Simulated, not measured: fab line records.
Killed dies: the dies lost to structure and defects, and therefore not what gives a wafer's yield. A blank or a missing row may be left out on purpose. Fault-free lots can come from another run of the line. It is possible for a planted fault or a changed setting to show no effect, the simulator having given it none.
Which tool was responsible? + flow gf180mcu + Sampling: 6 lots, 18 wafers, 2 of 602 route steps

WHAT EACH GAUGE READ, for each wafer
GF_VT_IMPLANT_OVL_MEAS_29.
| lot  | measured     | on         | VT_IMPLANT_02_OVL (nm) |
|------|--------------|------------|------------------------|
| L658 | day 7 08:01  | overlay-02 | -1.6 -1.7 -0.9         |
| L664 | day 8 19:49  | overlay-02 | 1.4 0.3 0.5            |
| L669 | day 10 02:43 | overlay-01 | -1.0 0.6 -0.4          |
| L674 | day 11 15:07 | overlay-01 | -1.0 -1.7 0.2          |
| L676 | day 12 02:32 | overlay-02 | -0.8 -0.3 0.1          |
| L678 | day 12 14:52 | overlay-02 | -0.9 0.4 2.3           |

WHICH TOOL RAN EACH LOT (tool, then ch and the chambers of the sampled wafers, then the start)
| lot  | GF_VT_IMPLANT_EXPOSE_26             |
|------|-------------------------------------|
| L658 | iline-stepper-02 ch 0, day 7 00:39  |
| L664 | iline-stepper-02 ch 0, day 8 11:36  |
| L669 | iline-stepper-01 ch 0, day 9 17:32  |
| L674 | iline-stepper-01 ch 0, day 11 05:55 |
| L676 | iline-stepper-02 ch 0, day 11 17:04 |
| L678 | iline-stepper-02 ch 0, day 12 04:58 |
- GF_VT_IMPLANT_EXPOSE_26: exposes mask LVPWELL HV AREA, target cd 860 nm.

THE ANSWER, worked out from the rows above alone
Rule: usual is defined by the lots themselves. The widest of any qualifying gaps counts: lots, ordered by their means at a reading, are off when they make up no more than a third of the lots, leave a main group of 4 or more, and stand apart from it by 3 or more times the standard deviation of that group's means. A main group whose means are all the same, to the digits that the tables above print for the reading, isn't used. Also off: a lot with no number at a reading for which 4 or more lots have one. The other lots that the step has rows for count as sound.
None of the lots is off at any reading shown; this tells nothing.

WHAT THE SIMULATOR HAD PUT IN
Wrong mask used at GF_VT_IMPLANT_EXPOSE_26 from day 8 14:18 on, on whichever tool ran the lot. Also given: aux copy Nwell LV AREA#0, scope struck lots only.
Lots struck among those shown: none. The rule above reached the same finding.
